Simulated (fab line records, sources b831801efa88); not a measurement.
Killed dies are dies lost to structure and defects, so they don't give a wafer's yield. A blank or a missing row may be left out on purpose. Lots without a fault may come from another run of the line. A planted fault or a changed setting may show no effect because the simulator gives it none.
fab line records | flow sky130
record lots=5 wafers=15 last_day=50
route steps=708 shown POLY_CUT@312 SD_P@320 PAD_OPEN@708
lots that met no fault: from a run of the same line without faults
start_h: hours from the record's first day to the start of the lot's first wafer shown | wait_h: hours since the lot's step before | " the same as in the row above | L1.1+2: a row that stands for several wafers | - no value, or no start given | * or withheld: withheld | < > ~ a bound
route shown NAME@n: a module of which the file shows steps, and the number in the route of the first | usual: mean/standard deviation of fault-free wafers | same: alike in all rows | chamber/n: place in a boat | sites: the reading at each site | _std_site: their standard deviation | _edge_site: outer sites' mean less inner sites' | radius_mm: how far each site lies from the wafer's centre | mask NAME#n: copy n | behind: the tool/chamber that last shaped the wafer | hold: why the lot was held/for how many hours/how that ended | device: the transistor (n, p or np) that didn't switch | end of line: the same wafers' tests at the end of the route | a step without rows: its recipe alone | killed: dies lost to structure and defects at the first sort, not the wafer's yield | map: a wafer's dies, x killed, . not, _ none there
set.NAME: the setting as run; set.NAME@STEP: as run at that earlier step | model.NAME: the simulator's own value behind a step, which no gauge read
lots at some steps of the route; a table a step, a row a wafer
services: from which hour (start_h, from the record's first day; less than 0 if before it) a tool's chamber was out of use, for how many hours, and why
## steps
# step SKY_POLY_CUT_EXPOSE_05
# recipe mask_id=NPCM na=0.8 source_shape=annular sigma_inner=0.55 sigma_outer=0.85 target_cd_nm=270 dose_mj=32
# step SKY_POLY_CUT_PEB_06
# recipe peb_temp_c=withheld peb_time_s=withheld resist=KrF-thick
# step SKY_POLY_CUT_DEVELOP_07
# recipe develop_time_s=60 resist=KrF-thick dev_temp_c=21
# step SKY_POLY_CUT_CD_MEAS_08
# recipe target_cd_nm=270
# usual cd_nm=269.6/1.2
# columns lot.wafer tool chamber start_h wait_h cd_nm
L703.1 cd_sem-01 - 577.47 - 268.3
L703.5 " - " " 269.5
L703.6 " - " " 270.3
L712.4 cd_sem-02 - 638.58 - 268.8
L712.5 " - " " 269.4
L712.6 " - " " 269.8
L718.1 cd_sem-01 - 685.97 - 267.9
L718.2 " - " " 269.5
L718.3 " - " " 269.1
L721.2 cd_sem-02 - 714.09 - 269.0
L721.3 " - " " 269.4
L721.6 " - " " 268.2
L726.1 cd_sem-01 - 757.08 - 272.7
L726.2 " - " " 273.5
L726.5 " - " " 272.2
# step SKY_POLY_CUT_OVL_MEAS_09
# usual POLY_CUT_OVL=-6/5
# columns lot.wafer tool chamber start_h wait_h POLY_CUT_OVL[nm]
L703.1 overlay-02 - 577.59 0.1 1
L703.5 " - " " 1
L703.6 " - " " 9
L712.4 overlay-01 - 638.66 0.1 -7
L712.5 " - " " -12
L712.6 " - " " -14
L718.1 overlay-01 - 686.09 0.1 0
L718.2 " - " " -4
L718.3 " - " " -9
L721.2 overlay-01 - 714.19 0.1 -12
L721.3 " - " " -6
L721.6 " - " " -14
L726.1 overlay-02 - 757.20 0.1 -9
L726.2 " - " " -7
L726.5 " - " " -3
# step SKY_POLY_CUT_ETCH_10
# recipe chemistry=N2/H2 target=BARC ion_energy_ev=200 source_w=500 bias_w=100 pressure_mtorr=30 n2_flow_sccm=100 h2_flow_sccm=200 stop_on=SiO2 time_s=45.9 target_depth_a=600
# usual drypump_motor_current_A=5.7/0.46 oes_product_au=0.854/0.0049 throttle_valve_pct=13.224/0.01
# columns lot.wafer tool chamber start_h wait_h drypump_motor_current_A oes_product_au rf_hours_counter_h throttle_valve_pct
L703.1 rie_diel-03 3 577.62 0.0 6.5 0.857 4 13.227
L703.5 " 3 " " 6.5 0.850 - 13.218
L703.6 " 0 " " 5.8 0.853 - 13.233
L712.4 rie_diel-03 0 638.67 0.0 5.8 0.846 13 13.233
L712.5 " 1 " " 5.0 0.845 - 13.223
L712.6 " 0 " " 5.8 0.849 - 13.210
L718.1 rie_diel-03 0 686.13 0.0 5.8 0.855 14 13.242
L718.2 " 2 " " 6.0 0.856 2 13.217
L718.3 " 1 " " 5.0 0.856 16 13.230
L721.2 rie_diel-04 2 714.22 0.0 5.9 0.856 50 13.231
L721.3 " 0 " " 5.8 0.837 11 13.234
L721.6 " 2 " " 5.9 0.858 - 13.215
L726.1 rie_diel-01 0 757.24 0.0 5.8 0.851 6 13.204
L726.2 " 1 " " 5.2 0.855 9 13.217
L726.5 " 1 " " 5.2 0.848 - 13.215
# step SKY_POLY_CUT_ETCH_11
# recipe target=Si3N4 chemistry=CF4/CH2F2/Ar stop_on=poly-Si source_w=600 bias_w=150 pressure_mtorr=40 cf4_flow_sccm=40 ch2f2_flow_sccm=20 Ar_flow_sccm=150 time_s=42.5 target_depth_a=600
# usual drypump_motor_current_A=5.7/0.46 oes_product_au=0.831/0.0061 throttle_valve_pct=14.994/0.0095
# columns lot.wafer tool chamber start_h wait_h drypump_motor_current_A oes_product_au rf_hours_counter_h throttle_valve_pct
L703.1 rie_diel-03 3 577.67 0.0 6.5 0.833 4 15.002
L703.5 " 3 " " 6.5 0.824 - 14.992
L703.6 " 0 " " 5.8 0.820 - 14.997
L712.4 rie_diel-03 0 638.72 0.0 5.8 0.837 13 14.990
L712.5 " 1 " " 5.0 0.824 - 14.990
L712.6 " 0 " " 5.8 0.830 - 14.995
L718.1 rie_diel-03 0 686.17 0.0 5.8 0.829 14 15.010
L718.2 " 2 " " 6.0 0.825 2 14.981
L718.3 " 1 " " 5.0 0.834 16 14.992
L721.2 rie_diel-04 2 714.27 0.0 5.8 0.832 50 15.010
L721.3 " 0 " " 5.7 0.824 11 14.992
L721.6 " 2 " " 5.8 0.838 - 14.997
L726.1 rie_diel-01 0 757.28 0.0 5.8 0.842 6 14.994
L726.2 " 1 " " 5.1 0.842 9 14.994
L726.5 " 1 " " 5.2 0.829 - 14.971
# step SKY_POLY_CUT_STRIP_12
# recipe chemistry=O2/N2 power_w=1400 pressure_mtorr=1500 platen_temp_c=withheld o2_flow_sccm=3000 n2_flow_sccm=300 overash_fraction=0.5
# usual drypump_motor_current_A=5.66/0.18 oes_product_au=0.452/0.0043 strip_time_to_endpoint_s=5.353/0.019
# columns lot.wafer tool chamber start_h wait_h drypump_motor_current_A oes_product_au rf_hours_counter_h strip_time_to_endpoint_s
L703.1 plasma_asher-01 1 577.71 0.0 5.74 0.454 13 5.375
L703.5 " 0 " " 5.49 0.451 - 5.370
L703.6 " 1 " " 5.74 0.462 - 5.354
L712.4 plasma_asher-04 0 638.79 0.1 5.74 0.456 - 5.318
L712.5 " 0 " " 5.76 0.452 - 5.327
L712.6 " 1 " " 5.87 0.456 - 5.328
L718.1 plasma_asher-03 0 686.21 0.0 5.87 0.451 101 5.383
L718.2 " 1 " " 5.39 0.451 101 5.379
L718.3 " 0 " " 5.89 0.450 - 5.383
L721.2 plasma_asher-01 1 714.31 0.0 5.73 0.453 27 5.368
L721.3 " 0 " " 5.50 0.449 - 5.366
L721.6 " 1 " " 5.72 0.451 - 5.349
L726.1 plasma_asher-04 1 757.32 0.0 5.82 0.452 92 5.354
L726.2 " 0 " " 5.77 0.456 92 5.378
L726.5 " 1 " " 5.85 0.447 - 5.350
# step SKY_SD_P_DEHYDRATE_00
# recipe temp_c=200 time_s=60
# step SKY_SD_P_HMDS_01
# recipe prime_time_s=60 prime_temp_c=120
# step SKY_SD_P_COAT_02
# recipe resist=NOVOLAK spin_rpm=3000 resist_thk_nm=1140
# step SKY_SD_P_SOFTBAKE_03
# recipe temp_c=90 time_s=60 resist=NOVOLAK
# step SKY_SD_P_EXPOSE_04
# recipe mask_id=PSDM na=0.6 source_shape=conventional sigma_outer=0.6 polarization=unpolarized target_cd_nm=380 dose_mj=138
# usual exposure_dose_mJ_cm2=137.91/0.14
# same sigma_outer=0.6
# columns lot.wafer tool chamber start_h wait_h mask exposure_dose_mJ_cm2
L703.1 iline_stepper-01 0 592.07 - PSDM#0 138.00
L703.5 " 0 " " PSDM#0 137.69
L703.6 " 0 " " PSDM#0 137.94
L712.4 iline_stepper-01 0 652.59 - PSDM#0 137.86
L712.5 " 0 " " PSDM#0 137.90
L712.6 " 0 " " PSDM#0 137.76
L718.1 iline_stepper-01 0 701.29 - URPM#0 137.97
L718.2 " 0 " " URPM#0 138.08
L718.3 " 0 " " URPM#0 137.98
L721.2 iline_stepper-02 0 728.39 - PSDM#0 137.82
L721.3 " 0 " " PSDM#0 138.23
L721.6 " 0 " " PSDM#0 138.09
L726.1 iline_stepper-01 0 770.77 - PSDM#0 137.73
L726.2 " 0 " " PSDM#0 137.84
L726.5 " 0 " " PSDM#0 137.71
# step SKY_SD_P_PEB_05
# recipe temp_c=withheld time_s=* resist=NOVOLAK
# step SKY_SD_P_DEVELOP_06
# recipe resist=NOVOLAK developer=TMAH develop_time_s=60 dev_temp_c=23
# step SKY_SD_P_CD_MEAS_07
# recipe target_cd_nm=380
# usual cd_nm=379.3/2.5
# columns lot.wafer tool chamber start_h wait_h cd_nm
L703.1 cd_sem-01 - 606.67 0.1 382.1
L703.5 " - " " 381.9
L703.6 " - " " 379.5
L712.4 cd_sem-01 - 667.28 0.1 373.9
L712.5 " - " " 373.8
L712.6 " - " " 375.7
L718.1 cd_sem-01 - 714.27 0.1 -
L718.2 " - " " -
L718.3 " - " " -
L721.2 cd_sem-01 - 741.44 0.1 383.3
L721.3 " - " " 384.4
L721.6 " - " " 380.6
L726.1 cd_sem-02 - 784.57 0.1 382.7
L726.2 " - " " 380.5
L726.5 " - " " 382.2
# step SKY_SD_P_OVL_MEAS_08
# usual SD_P_OVL=1.3/1.5
# columns lot.wafer tool chamber start_h wait_h SD_P_OVL[nm]
L703.1 overlay-02 - 606.79 0.1 4.6
L703.5 " - " " 2.8
L703.6 " - " " 3.7
L712.4 overlay-02 - 667.36 0.1 1.2
L712.5 " - " " 0.6
L712.6 " - " " 0.1
L718.1 overlay-01 - 714.39 0.1 -
L718.2 " - " " -
L718.3 " - " " -
L721.2 overlay-02 - 741.54 0.1 2.4
L721.3 " - " " 0.7
L721.6 " - " " 0.7
L726.1 overlay-01 - 784.69 0.1 0.5
L726.2 " - " " 0.7
L726.5 " - " " 0.9
# step SKY_SD_P_IMPLANT_09
# recipe species=BF2 energy_kev=20 dose_cm2=3e+15 tilt_deg=0
# step SKY_SD_P_STRIP_10
# recipe chemistry=O2/N2 power_w=1400 pressure_mtorr=1500 platen_temp_c=withheld o2_flow_sccm=3000 n2_flow_sccm=300 overash_fraction=0.5
# usual drypump_motor_current_A=5.65/0.15 oes_product_au=0.618/0.0042 strip_time_to_endpoint_s=17.50/0.04
# columns lot.wafer tool chamber start_h wait_h drypump_motor_current_A oes_product_au rf_hours_counter_h strip_time_to_endpoint_s
L703.1 plasma_asher-02 1 606.98 0.1 5.87 0.614 48 17.50
L703.5 " 0 " " 5.61 0.628 - 17.46
L703.6 " 1 " " 5.86 0.622 - 17.50
L712.4 plasma_asher-01 1 667.56 0.1 5.76 0.618 - 17.41
L712.5 " 0 " " 5.49 0.618 - 17.42
L712.6 " 1 " " 5.74 0.613 - 17.49
L718.1 plasma_asher-02 0 714.58 0.1 5.62 0.621 58 17.53
L718.2 " 1 " " 5.87 0.626 58 17.56
L718.3 " 0 " " 5.63 0.620 - 17.56
L721.2 plasma_asher-01 0 741.72 0.1 5.51 0.626 30 17.48
L721.3 " 0 " " 5.51 0.612 - 17.48
L721.6 " 0 " " 5.49 0.620 - 17.51
L726.1 plasma_asher-01 1 784.88 0.1 5.75 0.620 34 17.40
L726.2 " 0 " " 5.49 0.613 34 17.45
L726.5 " 0 " " 5.49 0.612 - 17.47
# step SKY_SD_P_TW_MEAS_11
# usual SD_P_TW=2849/21
# columns lot.wafer tool chamber start_h wait_h hold SD_P_TW
L703.1 film_metro-03 - 607.08 0.1 - 2818
L703.5 " - " " - 2816
L703.6 " - " " - 2841
L712.4 film_metro-01 - 667.66 0.1 - 2837
L712.5 " - " " - 2862
L712.6 " - " " - 2847
L718.1 film_metro-01 - 714.68 0.1 await_dispo/0.2h/release 30
L718.2 " - " " await_dispo/0.2h/release 30
L718.3 " - " " await_dispo/0.2h/release 31
L718.1 film_metro-01 - 714.91 0.2 - 30
L718.2 " - " " - 30
L718.3 " - " " - 30
L721.2 film_metro-03 - 741.83 0.1 - 2844
L721.3 " - " " - 2843
L721.6 " - " " - 2828
L726.1 film_metro-02 - 784.98 0.1 - 2853
L726.2 " - " " - 2842
L726.5 " - " " - 2851
# step SKY_PAD_OPEN_PROBE_99
# usual defect_limited_yield=82.5/2 killed_at_M0_to_M3=44/7 killed_at_M4_up=3.4/1.7 killed_at_contacts=24/4.9 killed_at_front_end=15/4.5 killed_at_other=0.4/0.61 killed_dies=86/9.7 killed_open=47/7.1 killed_short=39/6.1 sort_bin_3_pad_short=0.9/0.42 sort_bin_5_function=10.4/1.4 sort_bin_6_memory=6.2/1.2 sort_n_pass=406/9.7 sort_yield_pct=82.5/2
# same gross_dies=492 killed_at_back_side=0 sort_bin_4_leakage[%]=0 sort_bin_8_speed[%]=0
# columns lot.wafer tool chamber start_h wait_h defect_limited_yield[%] killed_at_M0_to_M3 killed_at_M4_up killed_at_contacts killed_at_front_end killed_at_other killed_dies killed_open killed_short sort_bin_3_pad_short[%] sort_bin_5_function[%] sort_bin_6_memory[%] sort_n_pass sort_yield_pct[%]
L703.1 prober-01 - 1089.36 0.1 82.7 37 5 32 11 0 85 41 44 1.0 8.5 7.7 407 82.7
L703.5 prober-01 - 1089.56 0.2 79.5 46 7 28 20 0 101 64 37 0.8 13.0 6.7 391 79.5
L703.6 prober-01 - 1089.61 0.2 84.6 40 5 29 2 0 76 43 33 0.8 10.0 4.7 416 84.6
L726.1 prober-01 - 1207.69 0.1 83.9 46 2 17 14 0 79 46 32 0.2 11.0 4.9 413 83.9
L726.2 prober-01 - 1207.74 0.1 81.5 48 5 24 14 0 91 51 39 1.0 9.6 7.9 401 81.5
L726.5 prober-01 - 1207.89 0.2 84.8 45 2 14 14 0 75 43 32 0.6 9.1 5.5 417 84.8
# killed by level:class
L703.1 CONTACT:geometric_particle:open=14 CONTACT:geometric_particle:short=10 VIA1:geometric_particle:open=10 VIA1:geometric_particle:short=4 VIA2:geometric_particle:open=4 METAL3:geometric_particle:short=4 FIELD_ISO:geometric_particle:short=3 POLY_GATE:geometric_particle:short=3
L703.5 CONTACT:geometric_particle:open=15 VIA3:geometric_particle:open=9 VIA1:geometric_particle:open=6 FIELD_ISO:geometric_particle:open=5 CONTACT:geometric_particle:short=5 METAL1:geometric_particle:short=5 VIA2:geometric_particle:open=5 METAL2:geometric_particle:short=4
L703.6 CONTACT:geometric_particle:open=12 VIA1:geometric_particle:open=12 LI_CONTACT:geometric_particle:open=7 METAL1:geometric_particle:short=6 VIA1:geometric_particle:short=5 METAL4:geometric_particle:short=5 CONTACT:geometric_particle:short=4 VIA2:geometric_particle:open=4
L726.1 VIA1:geometric_particle:open=12 VIA3:geometric_particle:open=9 VIA2:geometric_particle:open=7 LI_CONTACT:geometric_particle:open=6 CONTACT:geometric_particle:open=5 METAL1:geometric_particle:short=5 METAL2:geometric_particle:short=5 POLY_GATE:geometric_particle:short=4
L726.2 CONTACT:geometric_particle:open=12 VIA3:geometric_particle:open=12 VIA1:geometric_particle:short=7 METAL2:geometric_particle:short=6 VIA2:geometric_particle:open=6 VIA1:geometric_particle:open=5 CONTACT:geometric_particle:short=5 POLY_GATE:geometric_particle:open=4
L726.5 VIA2:geometric_particle:open=10 VIA3:geometric_particle:open=9 VIA1:geometric_particle:open=8 CONTACT:geometric_particle:open=7 VIA2:geometric_particle:short=4 VIA3:geometric_particle:short=4 FIELD_ISO:geometric_particle:short=3 LOCAL_INTERCONNECT:geometric_particle:short=3
## services
# columns tool chamber start_h hours kind
iline_stepper-01 - 570.73 7.9 repair
rie_diel-03 0 586.22 12.4 repair
iline_stepper-02 - 636.88 4.9 repair
iline_stepper-01 - 645.35 2.1 pm
iline_stepper-01 - 647.43 - consumable_replace:lamp
iline_stepper-01 0 657.43 - calibration
plasma_asher-03 - 663.60 2.2 repair
iline_stepper-02 - 681.65 1.7 pm
iline_stepper-01 - 718.38 1.7 pm
rie_diel-04 2 719.05 - clean
rie_diel-04 2 719.05 23.4 scheduled_down
rie_diel-04 2 719.05 23.4 vent_cycle
iline_stepper-02 0 724.11 - calibration
rie_diel-03 - 731.01 0.2 repair
plasma_asher-03 - 733.75 9.0 pm
plasma_asher-03 0 733.75 9.0 vent_cycle
plasma_asher-03 1 733.75 9.0 vent_cycle
plasma_asher-03 0 742.75 - clean
plasma_asher-03 1 742.75 - clean
plasma_asher-03 - 757.34 8.9 repair
rie_diel-03 - 760.06 0.3 repair
plasma_asher-04 - 779.63 7.0 repair
## key
first_sign step=SKY_SD_P_EXPOSE_04 reading=mask direction=changed
effect step=SKY_SD_P_CD_MEAS_07 reading=cd_nm direction=missing
effect step=SKY_SD_P_OVL_MEAS_08 reading=SD_P_OVL direction=missing
effect step=SKY_SD_P_TW_MEAS_11 reading=visit direction=added
effect step=SKY_SD_P_TW_MEAS_11 reading=SD_P_TW direction=down sigmas=99+ usual=2849 struck=30
met_at SKY_SD_P_EXPOSE_04
struck_wafers L718.1,L718.2,L718.3
scrapped_behind SKY_SD_P_TW_MEAS_11 L718.1,L718.2,L718.3
onset_between 652.59 701.29
fault kind=wrong_mask tool=any chamber=- onset_h=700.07 steps=SKY_SD_P_EXPOSE_04 aux_copy=URPM#0 scope=struck_lots_only
